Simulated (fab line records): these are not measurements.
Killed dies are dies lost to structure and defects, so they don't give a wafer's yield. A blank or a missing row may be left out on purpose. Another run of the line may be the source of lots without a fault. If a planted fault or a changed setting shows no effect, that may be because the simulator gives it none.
Problem report, 8D (eight disciplines) form, completed by code ; flow sky130 ; the parts of the form that need people (team, actions taken, sign-off) are left out

1. WHAT IS WRONG
At SKY_METAL5_METAL_ETCH_15, runLengthS averages 270.1 s over 4 wafers from 2 lots, while fault-free wafers read 280.4 s, standard deviation 0.42. Relative to the usual mean, that is a shift of -25 standard deviations.
The step: etches the open film in Cl2/BCl3, stops on SiO2, target depth 1260 nm, time 252 s.
The first sign was on wafer L484.2 at day 49 00:29, on rieMetal-03. The record holds 30 wafers of 10 lots with a number at this step. The rule behind "out" and "out of limits": a value lying over 4 standard deviations away from the usual mean. The rest of the wafers with a number are treated as sound.

2. WHAT IT IS, WHAT IT ISN'T
question;is;is not
which readings at this step;runLengthS, oesProductAu;drypumpMotorCurrentA, throttleValvePct
which lots;L484, L485;L463, L466, L468, L471, L473, L476, L477, L486
which wafers of those lots;L484.2, L484.3, L484.5, L485.5;L485.3, L485.6
read on which tools;rieMetal-03;rieMetal-01, rieMetal-04
when;from day 49 00:29;"up to then (21 sound wafers); but 5 sound wafers of L485, L486 came after"

3. THE SUSPECTS, EACH WITH WHAT RULES IT OUT
Counting: if a tool at a process step up to the reading ran every lot that is out, it stays a suspect. Sound lots after the first of them don't rule it out here, since some wafers of a struck lot are sound.
- rieMetal-03 at SKY_METAL5_DESCUM_14 (chemistry O2, time 11 s): kept. It ran every lot that is out, first L484 (day 49 00:28); its last sound lot up to then is L477 (day 47 12:17).
- rieMetal-03 at SKY_METAL5_METAL_ETCH_15 (etches the open film in Cl2/BCl3, stops on SiO2, target depth 1260 nm, time 252 s): kept. It ran every lot that is out, first L484 (day 49 00:29); its last sound lot up to then is L477 (day 47 12:19). On those wafers its own readings are out: oesProductAu, runLengthS.
- The sound lot-mates ran in chamber 1 of rieMetal-03 at SKY_METAL5_DESCUM_14, but the wafers that are out ran in chamber 0.
- The sound lot-mates ran in chamber 1 of rieMetal-03 at SKY_METAL5_METAL_ETCH_15, but the wafers that are out ran in chamber 0.
The count leaves rieMetal-03 at SKY_METAL5_METAL_ETCH_15 and rieMetal-03 at SKY_METAL5_DESCUM_14.

4. THE CAUSE (what the simulator had put in)
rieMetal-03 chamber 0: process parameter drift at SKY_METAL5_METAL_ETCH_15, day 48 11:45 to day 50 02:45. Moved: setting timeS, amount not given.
Counting leaves 2 suspects; this tool is one of them.

5. THE CHAIN OF EFFECTS, in route order
Each row: a reading where the mean over the struck wafers with a number is more than 3 standard deviations away from the usual. Scope: only readings with a usual standard deviation given in the record; hours: median across lots of the time from each lot's start at the first step in this table that gives one to its start at this step; sigmas: change in usual standard deviations.
hours;step;reading;usual;on struck wafers;change;sigmas
0;SKY_METAL5_METAL_ETCH_15;oesProductAu;0.894 a.u.;0.941;+0.046;+8.9
0;SKY_METAL5_METAL_ETCH_15;runLengthS;280.4 s;270.1;-10.3;-25
The process steps in it:
- SKY_METAL5_METAL_ETCH_15: etches the open film in Cl2/BCl3, stops on SiO2, target depth 1260 nm, time 252 s.

6. WHAT WOULD HAVE CAUGHT IT SOONER
In this record no reading fell out of limits until day 49 00:29, 13 hours after the fault had begun at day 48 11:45.
